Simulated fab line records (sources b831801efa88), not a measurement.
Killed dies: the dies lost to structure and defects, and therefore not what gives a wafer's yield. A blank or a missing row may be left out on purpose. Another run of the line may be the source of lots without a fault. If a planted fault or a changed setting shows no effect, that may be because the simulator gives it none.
Matching of chambers || flow sky130 || 4 sister chambers for SKY_CONTACT_ETCH_17 on rie_diel-03
The step etches SiO2 in C4F8/O2/Ar, stops on Si3N4, target depth 340 nm. 8 wafers are shown with their chamber, then 11 later ones without.

== EACH WAFER AND ITS CHAMBER ==
{"wafer": "L082.6", "chamber": 2, "oes_product_au (a.u.)": 0.891}
{"wafer": "L085.2", "chamber": 1, "oes_product_au (a.u.)": 0.897}
{"wafer": "L085.3", "chamber": 3, "oes_product_au (a.u.)": 0.892}
{"wafer": "L085.6", "chamber": 0, "oes_product_au (a.u.)": 0.892}
{"wafer": "L090.1", "chamber": 2, "oes_product_au (a.u.)": 0.883}
{"wafer": "L090.2", "chamber": 0, "oes_product_au (a.u.)": 0.890}
{"wafer": "L090.4", "chamber": 3, "oes_product_au (a.u.)": 0.884}
{"wafer": "L092.1", "chamber": 1, "oes_product_au (a.u.)": 0.896}

== WAFERS WITH NO CHAMBER GIVEN ==
{"wafer": "L092.2", "oes_product_au (a.u.)": 0.893}
{"wafer": "L092.6", "oes_product_au (a.u.)": 0.886}
{"wafer": "L093.3", "oes_product_au (a.u.)": 0.894}
{"wafer": "L093.4", "oes_product_au (a.u.)": 0.890}
{"wafer": "L093.5", "oes_product_au (a.u.)": 0.890}
{"wafer": "L095.1", "oes_product_au (a.u.)": 0.892}
{"wafer": "L095.2", "oes_product_au (a.u.)": 0.884}
{"wafer": "L095.5", "oes_product_au (a.u.)": 0.896}
{"wafer": "L097.1", "oes_product_au (a.u.)": 0.891}
{"wafer": "L097.2", "oes_product_au (a.u.)": 0.889}
{"wafer": "L097.6", "oes_product_au (a.u.)": 0.896}

== THE CHAMBER EACH PASSED THROUGH ==
{"wafer": "L092.2", "from the rows above": "can't be placed: 0 or 1 or 3 or 2", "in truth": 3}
{"wafer": "L092.6", "from the rows above": "can't be placed: 2 or 3 or 0", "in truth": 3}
{"wafer": "L093.3", "from the rows above": "can't be placed: 1 or 0 or 3 or 2", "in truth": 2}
{"wafer": "L093.4", "from the rows above": "can't be placed: 0 or 3 or 2 or 1", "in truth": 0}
{"wafer": "L093.5", "from the rows above": "can't be placed: 0 or 3 or 2 or 1", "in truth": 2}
{"wafer": "L095.1", "from the rows above": "can't be placed: 0 or 3 or 1 or 2", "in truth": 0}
{"wafer": "L095.2", "from the rows above": "can't be placed: 2 or 3 or 0", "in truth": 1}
{"wafer": "L095.5", "from the rows above": "can't be placed: 1 or 0 or 3", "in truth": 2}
{"wafer": "L097.1", "from the rows above": "can't be placed: 0 or 3 or 2 or 1", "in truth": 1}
{"wafer": "L097.2", "from the rows above": "can't be placed: 3 or 0 or 2 or 1", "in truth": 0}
{"wafer": "L097.6", "from the rows above": "can't be placed: 1 or 0 or 3", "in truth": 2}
Placed correctly: 0 of 11. From these rows, 11 cannot be placed; in 8 the true chamber is one of the candidates. Placed wrongly: 0.
How it was worked out, from the rows above alone: a wafer's distance from a chamber is the root of the sum, over the readings, of the square of ((its reading less the chamber's mean) divided by the reading's scatter). If the next closest chamber is less than 2 further off than the closest, the wafer can't be placed; otherwise it belongs to the closest. A chamber's mean is the mean of its shown wafers. How the scatter is found: for the shown wafers, subtract from each reading the mean of its chamber, square and add these, divide the total by (wafers less chambers), then take the root.
